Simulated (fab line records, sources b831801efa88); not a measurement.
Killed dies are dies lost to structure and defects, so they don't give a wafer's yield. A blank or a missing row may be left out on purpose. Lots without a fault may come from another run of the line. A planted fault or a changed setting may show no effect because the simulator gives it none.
Problem report in the 8D (eight disciplines) form, filled by code | flow sfq_line | the parts of the form that need people (team, actions taken, sign-off) are left out

1. THE PROBLEM
M0_NB_RS at SFQ_M0_RS_MEAS_904 reads a mean of 0.940 ohm/sq on 3 wafers of 2 lots; wafers without a fault read 0.889 ohm/sq with a standard deviation of 0.011. That is +4.6 standard deviations from the usual mean.
The step: measures by four-point-probe.
First seen on wafer L592.1, day 8 04:03, on film_metro-04. The record holds 42 wafers of 14 lots with a number at this step. Rule for "out", or "out of limits": more than 4 standard deviations from the usual mean. The other wafers with a number count as sound.

2. WHAT IT IS AND WHAT IT IS NOT
question                    | is                           | is not
which readings at this step | M0_NB_RS                     | -
which lots                  | L592, L595                   | L579, L581, L582, L587, L588, L589, L590, L591, L599, L600, L601, L602
which wafers of those lots  | L592.1, L592.3, L595.1       | L592.4, L595.2, L595.6
read on which gauges        | film_metro-02, film_metro-04 | film_metro-03
when                        | from day 8 04:03             | up to then (25 sound wafers); but 14 sound wafers of L595, L599, L600, L601, L602 came after

3. SUSPECTS, AND WHAT RULES EACH OUT
Counting: a tool at a process step up to the reading stays a suspect if it ran every lot that is out. Sound lots after the first of them don't rule it out here, since some wafers of a struck lot are sound.
- the gauge at SFQ_M0_RS_MEAS_904: ruled out. The wafers that are out were read on 2 gauges (film_metro-02, film_metro-04).
- pvd_sputter-04 at SFQ_TRILAYER_M0_DEP_SPUTTER_019 (material Nb, target thk 200 nm, time 133.3 s): kept. It ran every lot that is out, first L592 (day 8 03:58); its last sound lot up to then is L591 (day 7 22:34).
Left after counting: pvd_sputter-04 at SFQ_TRILAYER_M0_DEP_SPUTTER_019.

4. THE CAUSE (what the simulator had put in)
Process parameter drift: pvd_sputter-04, from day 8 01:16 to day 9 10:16, at SFQ_TRILAYER_M0_DEP_SPUTTER_019. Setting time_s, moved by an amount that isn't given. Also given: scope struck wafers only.
Counting left only this tool.

5. THE CHAIN OF EFFECTS, in route order
Each row: a reading whose mean over the struck wafers that have a number lies more than 3 standard deviations from the usual. Only readings for which the record gives a usual standard deviation are gone through. hours: the time from each lot's start at the first step in this table that gives one to its start at this step, as a median over the lots. sigmas: the change in usual standard deviations.
hours | step                                | reading        | usual        | on struck wafers | change | sigmas
0     | SFQ_M0_RS_MEAS_904                  | M0_NB_RS       | 0.889 ohm/sq | 0.940            | +0.051 | +4.6
119   | SFQ_TRILAYER_M0_ETCH_METAL_ETCH_024 | oes_product_au | 0.895 a.u.   | 0.865            | -0.030 | -3.5
The process steps in it:
- SFQ_TRILAYER_M0_ETCH_METAL_ETCH_024: etches Nb in Cl2/Ar, stops on SiO2, target depth 240 nm, time 120 s.

6. WHAT WOULD HAVE CAUGHT IT SOONER
In this record the first reading out of limits at a measuring or inspecting step was taken at day 8 04:03, 3 hours after the fault began at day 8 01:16.
Of the tool readings at SFQ_TRILAYER_M0_DEP_SPUTTER_019 for which the record gives a usual standard deviation, none was out on any struck wafer, so an alarm limit of 4 standard deviations on them would not have fired.
Of the lots that are out (2), L595 began SFQ_TRILAYER_M0_DEP_SPUTTER_019 on pvd_sputter-04 after day 8 04:03. A hold on the tool at that time would have spared it.
